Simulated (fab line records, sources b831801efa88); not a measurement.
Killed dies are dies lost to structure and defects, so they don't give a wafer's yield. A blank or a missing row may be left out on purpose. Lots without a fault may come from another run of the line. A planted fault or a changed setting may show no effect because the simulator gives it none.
Which tool did it? | flow gf180mcu | 7 lots, 21 wafers sampled, at 3 steps of a route of 602

WHAT THE GAUGES READ, wafer by wafer
GF_V3_THK_MEAS_03.
lot  | measured     | on            | V3_CVD_02_THK (nm)
L705 | day 22 11:49 | film_metro-03 | 833 849 836
L708 | day 23 07:10 | film_metro-04 | 846 851 863
L711 | day 25 00:47 | film_metro-04 | 841 834 843
L722 | day 28 02:27 | film_metro-03 | 850 856 859
L724 | day 28 18:31 | film_metro-03 | 848 861 854

WHICH TOOL RAN EACH LOT (tool, then ch and the chambers of the sampled wafers, then the start)
lot  | GF_STI_STRIP_15                     | GF_M3_SPUTTER_04
L705 | plasma_asher-02 ch 0,1, day 2 12:49 | pvd_sputter-03, day 21 11:08
L708 | plasma_asher-01 ch 0,1, day 3 04:02 | pvd_sputter-02, day 22 06:55
L711 | plasma_asher-01 ch 0,1, day 3 18:46 | pvd_sputter-03, day 23 20:45
L713 | plasma_asher-03 ch 0,1, day 4 05:24 | -
L715 | plasma_asher-03 ch 0,1, day 4 16:07 | -
L722 | plasma_asher-02 ch 0,1, day 6 03:16 | pvd_sputter-01, day 27 05:13
L724 | plasma_asher-03 ch 0, day 6 15:46   | pvd_sputter-01, day 27 21:43
- GF_STI_STRIP_15: strips in O2/N2.
- GF_M3_SPUTTER_04: material TiN, target thk 50 nm, time 41.7 s.

THE ANSWER, worked out from the rows above alone
Rule: what is usual is taken from the lots themselves. Put in order of their means at a reading, lots are off if they are a third of the lots or fewer, leave a main group of 4 or more, and stand apart from it by a gap of 3 or more times the standard deviation of the main group's means; of several such gaps the widest counts. A main group whose means are all the same, to the digits that the tables above print for the reading, isn't used. A lot without any number at a reading at which 4 lots or more have one is off too. The other lots that the step has rows for count as sound.
No lot is off at any reading shown: from this, nothing can be told.

WHAT THE SIMULATOR HAD PUT IN
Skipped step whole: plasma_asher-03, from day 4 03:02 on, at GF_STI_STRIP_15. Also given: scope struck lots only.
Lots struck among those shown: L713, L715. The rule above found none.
